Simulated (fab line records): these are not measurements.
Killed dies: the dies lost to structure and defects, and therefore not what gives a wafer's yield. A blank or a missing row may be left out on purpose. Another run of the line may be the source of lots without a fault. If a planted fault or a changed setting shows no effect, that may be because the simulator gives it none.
Chamber matching + flow gf180mcu + pecvd-03 running GF_V5_CVD_02: 3 sister chambers
The step deposits SiO2 from TEOS, target thk 1450 nm, time 163.28 s. 20 wafers are shown with their chamber, then 10 later ones without.

WAFERS PAIRED WITH THEIR CHAMBERS
| wafer  | chamber | heater_power_w (W) | heater_power_outer_w (W) |
|--------|---------|--------------------|--------------------------|
| L077.1 | 1       | 601                | 286                      |
| L077.3 | 0       | 458                | 292                      |
| L077.4 | 1       | 665                | 335                      |
| L079.2 | 0       | 455                | 277                      |
| L079.3 | 1       | 580                | 268                      |
| L079.4 | 0       | 557                | 331                      |
| L081.3 | 1       | 649                | 328                      |
| L081.4 | 1       | 543                | 245                      |
| L081.6 | 2       | 591                | 319                      |
| L082.2 | 2       | 725                | 425                      |
| L082.3 | 1       | 614                | 304                      |
| L082.4 | 0       | 547                | 356                      |
| L084.1 | 1       | 654                | 324                      |
| L084.2 | 2       | 729                | 411                      |
| L084.6 | 1       | 538                | 240                      |
| L088.3 | 2       | 650                | 362                      |
| L088.5 | 0       | 563                | 376                      |
| L088.6 | 1       | 546                | 245                      |
| L090.1 | 0       | 502                | 330                      |
| L090.2 | 2       | 723                | 411                      |

SIGNATURES, as means of the wafers listed above
| reading              | chamber 0 | chamber 1 | chamber 2 | scatter within a chamber |
|----------------------|-----------|-----------|-----------|--------------------------|
| heater_power_w       | 513.67    | 598.89    | 683.60    | 52.7                     |
| heater_power_outer_w | 327.00    | 286.11    | 385.60    | 39.5                     |
Rule: distance of a wafer from a chamber = root of the sum over the readings of ((wafer's reading minus chamber's mean) / reading's scatter) squared. The wafer belongs to the nearest chamber; if the next one is less than 2 further off, it can't be placed. How the scatter is found: for the shown wafers, subtract from each reading the mean of its chamber, square and add these, divide the total by (wafers less chambers), then take the root.

WAFERS WITHOUT THEIR CHAMBER
| wafer  | heater_power_w (W) | heater_power_outer_w (W) |
|--------|--------------------|--------------------------|
| L090.5 | 604                | 315                      |
| L094.3 | 508                | 312                      |
| L094.5 | 585                | 303                      |
| L094.6 | 537                | 243                      |
| L095.1 | 583                | 373                      |
| L095.3 | 619                | 339                      |
| L095.5 | 707                | 407                      |
| L096.2 | 634                | 309                      |
| L096.3 | 637                | 367                      |
| L096.6 | 576                | 375                      |

WHICH CHAMBER EACH ONE RAN IN
| wafer  | from the rows above          | in truth |
|--------|------------------------------|----------|
| L090.5 | can't be placed: 1 or 0 or 2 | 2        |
| L094.3 | can't be placed: 0 or 1      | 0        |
| L094.5 | can't be placed: 1 or 0      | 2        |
| L094.6 | can't be placed: 1 or 0      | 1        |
| L095.1 | can't be placed: 0 or 2 or 1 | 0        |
| L095.3 | can't be placed: 1 or 2 or 0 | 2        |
| L095.5 | 2                            | 2        |
| L096.2 | can't be placed: 1 or 2 or 0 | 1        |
| L096.3 | can't be placed: 2 or 1 or 0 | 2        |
| L096.6 | can't be placed: 0 or 2 or 1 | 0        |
Correct placement for 1 of the 10. Can't be placed from these rows: 9 (the true chamber is among the candidates in 8). Number placed wrongly: 0.
